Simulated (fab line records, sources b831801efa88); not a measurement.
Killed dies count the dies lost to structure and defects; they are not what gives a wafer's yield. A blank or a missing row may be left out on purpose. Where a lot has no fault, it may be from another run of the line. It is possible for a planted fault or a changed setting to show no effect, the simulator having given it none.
Which of the tools did it? + flow sky130 + 30 wafers from 10 lots sampled at 6 of the route's 708 steps

== WHAT THE GAUGES READ, wafer by wafer ==
SKY_VT_ADJUST_HVTR_TW_MEAS_11. Usual: VT_ADJUST_HVTR_TW typically reads 209.6, with standard deviation 1.8.
| lot  | measured     | on           | VT_ADJUST_HVTR_TW | flag |
|------|--------------|--------------|-------------------|------|
| L536 | day 9 08:04  | filmMetro-04 | 212.7 211.3 212.0 |      |
| L538 | day 9 22:33  | filmMetro-02 | 208.7 209.0 209.0 |      |
| L540 | day 10 19:32 | filmMetro-04 | 212.4 211.9 211.6 |      |
| L541 | day 11 01:38 | filmMetro-02 | 207.7 207.3 210.0 |      |
| L542 | day 11 07:30 | filmMetro-04 | 211.6 212.9 210.1 |      |
| L543 | day 11 16:11 | filmMetro-02 | 208.3 207.7 207.9 |      |
| L550 | day 13 16:40 | filmMetro-02 | 208.4 208.6 208.1 |      |
| L551 | day 13 19:46 | filmMetro-04 | 211.7 210.9 211.1 |      |
| L557 | day 15 23:41 | filmMetro-01 | 208.4 208.9 208.2 |      |
| L559 | day 16 12:29 | filmMetro-04 | 211.9 210.1 212.5 |      |

SKY_RES_XHIGH_TW_MEAS_09. Usual: RES_XHIGH_TW typically reads 1647, with standard deviation 15.
| lot  | measured     | on           | RES_XHIGH_TW   | flag |
|------|--------------|--------------|----------------|------|
| L536 | day 26 16:59 | filmMetro-02 | 1624 1625 1622 |      |
| L538 | day 27 18:46 | filmMetro-04 | 1647 1645 1643 |      |
| L540 | day 28 11:19 | filmMetro-03 | 1664 1658 1663 |      |
| L541 | day 28 20:05 | filmMetro-03 | 1655 1649 1653 |      |
| L542 | day 28 21:21 | filmMetro-03 | 1664 1659 1653 |      |
| L543 | day 29 02:26 | filmMetro-04 | 1648 1671 1659 |      |
| L550 | day 31 11:05 | filmMetro-03 | 1650 1653 1639 |      |
| L551 | day 31 15:41 | filmMetro-04 | 1647 1649 1643 |      |
| L557 | day 33 18:11 | filmMetro-03 | 1657 1654 1665 |      |
| L559 | day 34 03:41 | filmMetro-03 | 1654 1665 1660 |      |

SKY_CAPM_RS_MEAS_03: measures by four-point-probe. Usual: CAPM_TIN_RS typically reads 6.92 ohm/sq, with standard deviation 0.098.
| lot  | measured     | on           | CAPM_TIN_RS (ohm/sq) | flag |
|------|--------------|--------------|----------------------|------|
| L536 | day 36 10:37 | filmMetro-04 | 6.79 6.87 6.75       |      |
| L538 | day 37 09:14 | filmMetro-04 | 6.91 6.92 6.99       |      |
| L540 | day 38 01:16 | filmMetro-02 | 6.99 7.10 6.96       |      |
| L541 | day 38 07:07 | filmMetro-01 | 6.98 6.93 6.76       |      |
| L542 | day 38 10:13 | filmMetro-02 | 6.92 6.89 6.97       |      |
| L543 | day 38 13:52 | filmMetro-01 | 7.02 6.96 6.99       |      |
| L550 | day 40 16:06 | filmMetro-02 | 6.89 6.94 7.76       |      |
| L551 | day 40 20:50 | filmMetro-04 | 6.93 7.04 6.93       |      |
| L557 | day 42 15:43 | filmMetro-04 | 7.17 6.99 7.04       |      |
| L559 | day 43 01:32 | filmMetro-02 | 7.01 6.93 6.72       |      |

SKY_CAPM_THK_MEAS_04: measures by xrf. Usual: CAPM_TIN_THK typically reads 193.9 nm, with standard deviation 2.8.
| lot  | measured     | on           | CAPM_TIN_THK (nm) | flag |
|------|--------------|--------------|-------------------|------|
| L536 | day 36 10:44 | filmMetro-04 | 196.6 194.9 199.2 |      |
| L538 | day 37 09:20 | filmMetro-04 | 192.8 194.0 191.6 |      |
| L540 | day 38 01:23 | filmMetro-02 | 192.2 188.5 191.9 |      |
| L541 | day 38 07:13 | filmMetro-01 | 192.6 195.2 199.4 |      |
| L542 | day 38 10:19 | filmMetro-02 | 194.1 194.0 192.4 |      |
| L543 | day 38 13:58 | filmMetro-01 | 193.2 193.9 192.2 |      |
| L550 | day 40 16:13 | filmMetro-02 | 194.5 193.4 173.9 |      |
| L551 | day 40 20:58 | filmMetro-04 | 192.4 190.6 192.9 |      |
| L557 | day 42 15:50 | filmMetro-04 | 188.5 193.4 191.8 |      |
| L559 | day 43 01:39 | filmMetro-02 | 190.2 193.5 198.2 |      |

== TOOL THAT RAN EACH LOT (tool first, then ch and the chambers of the sampled wafers, then the start) ==
| lot  | SKY_METAL1_DESCUM_17             | SKY_CAPM_SPUTTER_02         |
|------|----------------------------------|-----------------------------|
| L536 | rieMetal-03 ch 1, day 32 20:59   | pvdSputter-02, day 36 10:31 |
| L538 | rieMetal-03 ch 0,1, day 33 20:31 | pvdSputter-02, day 37 09:05 |
| L540 | rieMetal-03 ch 0,1, day 34 12:32 | pvdSputter-03, day 38 01:09 |
| L541 | rieMetal-02 ch 0,1, day 34 19:55 | pvdSputter-02, day 38 06:58 |
| L542 | rieMetal-03 ch 0,1, day 34 21:22 | pvdSputter-04, day 38 10:04 |
| L543 | rieMetal-01 ch 0, day 35 01:50   | pvdSputter-04, day 38 13:44 |
| L550 | rieMetal-01 ch 0, day 37 07:15   | pvdSputter-02, day 40 15:54 |
| L551 | rieMetal-03 ch 0,1, day 37 11:23 | pvdSputter-04, day 40 20:44 |
| L557 | rieMetal-03 ch 0,1, day 39 10:31 | pvdSputter-03, day 42 15:37 |
| L559 | rieMetal-01 ch 0,1, day 39 20:13 | pvdSputter-03, day 43 01:25 |
- SKY_METAL1_DESCUM_17: chemistry O2, time 8 s.
- SKY_CAPM_SPUTTER_02: material TiN, target thk 200 nm, time 166.7 s.

== AS READ BY THE TOOLS THEMSELVES (means over the sampled wafers that have a number; for cases with no such wafer, the mark the record gives instead) ==
SKY_METAL1_DESCUM_17. Usual: drypumpMotorCurrentA 5.8 A, standard deviation 0.5; oesProductAu 0.996 a.u., standard deviation 0.014.
| lot  | tool        | drypumpMotorCurrentA (A) | oesProductAu (a.u.) | flag |
|------|-------------|--------------------------|---------------------|------|
| L536 | rieMetal-03 | 6.0                      | 0.984               |      |
| L538 | rieMetal-03 | 6.2                      | 0.988               |      |
| L540 | rieMetal-03 | 6.1                      | 0.985               |      |
| L541 | rieMetal-02 | 5.5                      | 1.000               |      |
| L542 | rieMetal-03 | 6.2                      | 0.993               |      |
| L543 | rieMetal-01 | 6.2                      | 1.019               |      |
| L550 | rieMetal-01 | 6.1                      | 1.005               |      |
| L551 | rieMetal-03 | 6.2                      | 0.984               |      |
| L557 | rieMetal-03 | 6.2                      | 0.993               |      |
| L559 | rieMetal-01 | 5.8                      | 1.001               |      |

SKY_CAPM_SPUTTER_02. Usual: substrateTempC 299.97 C, standard deviation 0.21; throttleValvePct 29.8 %, standard deviation 0.82.
| lot  | tool          | substrateTempC (C) | throttleValvePct (%) | flag |
|------|---------------|--------------------|----------------------|------|
| L536 | pvdSputter-02 | 299.82             | 29.2                 |      |
| L538 | pvdSputter-02 | 300.03             | 29.2                 |      |
| L540 | pvdSputter-03 | 300.02             | 30.3                 |      |
| L541 | pvdSputter-02 | 299.93             | 29.0                 |      |
| L542 | pvdSputter-04 | 299.88             | 31.1                 |      |
| L543 | pvdSputter-04 | 300.17             | 30.6                 |      |
| L550 | pvdSputter-02 | 299.86             | 29.4                 |      |
| L551 | pvdSputter-04 | 300.04             | 30.7                 |      |
| L557 | pvdSputter-03 | 299.86             | 30.0                 |      |
| L559 | pvdSputter-03 | 300.11             | 29.6                 |      |

== THE ANSWER, worked out from the rows above alone ==
Rule: take the mean of a lot's wafers that have a number; if it is more than 3 standard deviations from the usual mean, the lot is off. Also off: a lot with no number at a reading for which 4 or more lots have one. The other lots that the step has rows for count as sound. First the gauges in route order, then the tools' own readings, where a lot's mean is used as printed above. At the first step where some lot is off, the reading lying furthest off is the one used; lots without a number count as furthest.
Across all readings shown, no lot is off: no conclusion can be drawn from this.

== WHAT HAD BEEN PUT IN BY THE SIMULATOR ==
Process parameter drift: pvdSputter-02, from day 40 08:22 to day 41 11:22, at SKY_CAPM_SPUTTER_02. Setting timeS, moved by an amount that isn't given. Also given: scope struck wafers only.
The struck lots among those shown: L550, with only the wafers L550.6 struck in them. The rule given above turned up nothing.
